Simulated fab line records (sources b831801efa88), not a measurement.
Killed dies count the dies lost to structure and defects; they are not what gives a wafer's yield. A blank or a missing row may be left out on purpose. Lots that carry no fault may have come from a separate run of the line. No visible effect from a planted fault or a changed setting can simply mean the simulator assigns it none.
A lot that was struck, set against a sound lot    flow sky130    43 steps out of a route of 708
Sound: these wafers, L508.2, L508.4, L508.5. Struck: wafer L529.1. (L529.2, L529.4 of the same lot were not struck and are left out.) The cause comes at the end.
For every step that has rows: the tool of each side, followed by ch and its chambers, followed by its first start. Under that, the readings that differ: sound wafers    struck wafers    difference of the means    sigmas: that difference in standard deviations of wafers without a fault.
alike: a reading whose means differ by less than 2 such deviations, as well as words and numbers matching on both sides. not compared: withheld readings; readings where some wafer has no value; bounds like >300 that might hide an equal value; numbers whose values overlap and for which the record gives no deviation.
The two part at a step that has a row with sigmas, a row that says differs or no value, or rows on one side only. Numbers that have no deviation but don't overlap get no sigmas and don't part them. A reading missing from all wafers of one side parts the sides only when that side holds two or more wafers.

first, 2 steps without rows for these wafers: SKY_VIA2_CLEAN_18 (cleans in IPA, time 180 s); SKY_VIA2_CLEAN_19 (cleans in O3/DIW).
SKY_VIA2_SPUTTER_20: material TiN, target thk 20 nm, time 80 s.
  struck on pvd-sputter-03, day 42 14:33; sound on pvd-sputter-03, day 36 14:23
  alike: cathode-dc-power-W, throttle-valve-pct
then, 1 step without rows for these wafers: SKY_VIA2_CVD_21 (deposits W, target thk 420 nm, time 126.4 s).
SKY_VIA2_RS_MEAS_22: measures by four-point-probe.
  struck on film-metro-03, day 42 14:44; sound on film-metro-01, day 36 14:35
  alike: VIA2_W_RS
SKY_VIA2_THK_MEAS_23: measures by xrf.
  struck on film-metro-03, day 42 14:52; sound on film-metro-01, day 36 14:42
  alike: VIA2_W_THK
then, 1 step without rows for these wafers: SKY_VIA2_CMP_24 (polishes, stops on SiO2, t overpolish 20 s, target thk 0 nm).
SKY_METAL3_SPUTTER_00: material Ti, target thk 15 nm, time 10 s.
  struck on pvd-sputter-01, day 42 15:13; sound on pvd-sputter-04, day 36 15:03
reading                 sound           struck  difference  sigmas
throttle-valve-pct (%)  29.2 30.2 30.3  28.1    -1.8        -2
  alike: cathode-dc-power-W
then, 1 step without rows for these wafers: SKY_METAL3_SPUTTER_01 (material TiN, target thk 20 nm, time 16.7 s).
SKY_METAL3_SPUTTER_02: material AlCu, target thk 735 nm, time 39.1 s.
  struck on pvd-sputter-01, day 42 15:16; sound on pvd-sputter-04, day 36 15:06
  alike: cathode-dc-power-W, throttle-valve-pct
then, 2 steps without rows for these wafers: SKY_METAL3_SPUTTER_03 (material Ti, target thk 5 nm, time 3.3 s); SKY_METAL3_SPUTTER_04 (material TiN, target thk 70 nm, time 58.3 s).
SKY_CAPM_CVD_00: deposits SiO2, target thk 15.5 nm.
  sound on pecvd-04 ch 0,2, day 36 15:12; struck on pecvd-03 ch 1, day 42 15:22
reading                                sound             struck  difference  sigmas
model.SiO2_of_CAPM_CVD_00.thk-nm (nm)  15.46 15.64 15.6  16.27   +0.70       
  alike: heater-power-w
SKY_CAPM_THK_MEAS_01:
  struck on film-metro-04, day 42 15:37; sound on film-metro-03, day 36 15:14
reading               sound              struck  difference  sigmas
CAPM_CVD_00_THK (nm)  15.46 15.64 15.64  16.23   +0.65       +3
  not compared: hold
SKY_CAPM_RS_MEAS_03: measures by four-point-probe.
  struck on film-metro-02, day 42 19:28; sound on film-metro-04, day 36 15:25
  alike: CAPM_TIN_RS
SKY_CAPM_THK_MEAS_04: measures by xrf.
  struck on film-metro-02, day 42 19:41; sound on film-metro-04, day 36 15:31
  alike: CAPM_TIN_THK
then, 7 steps without rows for these wafers: SKY_CAPM_DEHYDRATE_05 (time 60 s); SKY_CAPM_HMDS_06 (prime time 60 s); SKY_CAPM_COAT_07 (resist thk 1140 nm); SKY_CAPM_SOFTBAKE_08 (time 60 s); SKY_CAPM_EXPOSE_09 (exposes mask CAPM, target cd 1000 nm); SKY_CAPM_PEB_10; SKY_CAPM_DEVELOP_11 (develop time 60 s).
SKY_CAPM_OVL_MEAS_12:
  struck on overlay-01, day 43 14:19; sound on overlay-02, day 37 16:47
  alike: CAPM_OVL
then, 13 steps without rows for these wafers: SKY_CAPM_METAL_ETCH_13 (etches TiN in Cl2/BCl3, stops on SiO2, target depth 220 nm, time 62.9 s); SKY_CAPM_STRIP_14 (strips in O2/N2); SKY_CAPM_STRIP_15 (strips in post etch residue remover, time 1200 s); SKY_CAPM_CLEAN_16 (cleans in IPA, time 180 s); SKY_CAPM_CLEAN_17 (cleans in O3/DIW); SKY_METAL3_DEHYDRATE_05 (time 60 s); SKY_METAL3_HMDS_06 (prime time 60 s); SKY_METAL3_COAT_07 (resist thk 60 nm); SKY_METAL3_COAT_08 (resist thk 1140 nm); SKY_METAL3_SOFTBAKE_09 (time 90 s); SKY_METAL3_EXPOSE_10 (exposes mask MM3, target cd 300 nm); SKY_METAL3_PEB_11; SKY_METAL3_DEVELOP_12 (develop time 60 s).
SKY_METAL3_CD_MEAS_13: the cd target is 300 nm.
  struck on cd-sem-02, day 44 12:49; sound on cd-sem-02, day 38 19:16
  alike: cd-nm
SKY_METAL3_OVL_MEAS_14:
  struck on overlay-01, day 44 12:56; sound on overlay-02, day 38 19:23
  alike: METAL3_OVL
SKY_METAL3_DESCUM_15: chemistry O2, time 8 s.
  sound on rie-metal-03 ch 0,1, day 38 19:25; struck on rie-metal-04 ch 0, day 44 12:58
reading                sound              struck  difference  sigmas
oes-product-au (a.u.)  0.991 0.981 0.996  1.007   +0.018      +3
  alike: drypump-motor-current-A
  not compared: rf-hours-counter-h
SKY_METAL3_ETCH_16: etches BARC in N2/H2, stops on SiO2, time 88.2 s, target depth 60 nm.
  sound on rie-metal-03 ch 0,1, day 38 19:26; struck on rie-metal-04 ch 0, day 44 13:00
  alike: drypump-motor-current-A, oes-product-au, throttle-valve-pct
  not compared: rf-hours-counter-h
SKY_METAL3_ETCH_17: etches SiO2 in C4F8/O2/Ar, stops on TiN, time 3.9 s, target depth 15 nm.
  sound on rie-diel-02 ch 1,2, day 38 19:32; struck on rie-diel-02 ch 3, day 44 13:06
reading                   sound              struck  difference  sigmas
oes-product-au (a.u.)     0.760 0.757 0.753  0.773   +0.016      +3
model.etch.depth-nm (nm)  15.46 15.64 15.6   16.27   +0.70       
  not compared: rf-hours-counter-h
-- the record jumps here: 6 days lie between the struck wafers' starts before and after (it left off in module METAL3 and takes up again in module PAD_OPEN, whose first step shown is number 708 of the route) --
SKY_PAD_OPEN_PROBE_99:
  struck on prober-02, day 50 11:46; sound on prober-02, day 46 01:23
reading                               sound                 struck  difference  sigmas
killed_at_M4_up                       2 3 0                 6       +4          +2
model.etest.cap-mim.bv-v (V)          14.29 13.94 13.69     14.31   +0.34       
model.etest.cap-mim.leak-log10-a-cm2  -9.017 -9.033 -9.087  -9.184  -0.138      
model.etest.cap-mim.c-ff-um2          2.334 2.343 2.346     2.238   -0.103      
  alike: defect-limited-yield, killed_at_M0_to_M3, killed-at-contacts, killed-at-front-end, killed-at-other, killed-dies, killed-open, killed-short, sort_bin_3_pad_short, sort_bin_5_function, sort_bin_6_memory, sort-n-pass, sort-yield-pct

WHERE THEY PART
Earliest at SKY_METAL3_SPUTTER_00; latest, in this record, at SKY_PAD_OPEN_PROBE_99.

WHY: the cause the simulator had injected
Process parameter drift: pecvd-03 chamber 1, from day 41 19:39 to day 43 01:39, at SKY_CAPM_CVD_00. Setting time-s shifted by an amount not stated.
